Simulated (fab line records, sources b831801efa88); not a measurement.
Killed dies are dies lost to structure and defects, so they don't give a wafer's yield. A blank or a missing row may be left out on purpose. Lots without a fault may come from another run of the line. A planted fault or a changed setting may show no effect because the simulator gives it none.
Chamber matching | flow sfq_line | SFQ_TRILAYER_I2_VIA_BARC_OPEN_VIA_ETCH_096 on rie_diel-02: 4 sister chambers
The step etches BARC in O2, target depth 125 nm, time 41.7 s. 4 wafers are shown with their chamber, then 6 later ones without.

WAFERS WITH THEIR CHAMBER
wafer  | chamber | run_length_s (s)
L864.6 | 2       | 70.6
L866.1 | 1       | 70.0
L868.3 | 3       | 70.1
L868.5 | 0       | 69.5

WAFERS WITHOUT THEIR CHAMBER
wafer  | run_length_s (s)
L868.6 | 70.1
L873.2 | 69.5
L873.3 | 70.8
L873.4 | 69.8
L882.2 | 70.6
L882.5 | 70.6

WHICH CHAMBER EACH WENT THROUGH
wafer  | from the rows above          | in truth
L868.6 | can't be placed: 3 or 1      | 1
L873.2 | 0                            | 0
L873.3 | 2                            | 2
L873.4 | can't be placed: 1 or 0 or 3 | 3
L882.2 | 2                            | 2
L882.5 | 2                            | 2
Placed correctly: 4 of 6. Can't be placed from these rows: 2 (the true chamber is among the candidates in 2). Placed wrongly: 0.
How it was worked out, from the rows above alone: a wafer's distance from a chamber is the root of the sum, over the readings, of the square of ((its reading less the chamber's mean) divided by the reading's scatter). The wafer belongs to the nearest chamber; if the next one is less than 2 further off, it can't be placed. A chamber's mean is the mean of its shown wafers. The scatter: with one shown wafer a chamber, the root of the mean of the squares of how far each hidden wafer lies from its nearest shown one.
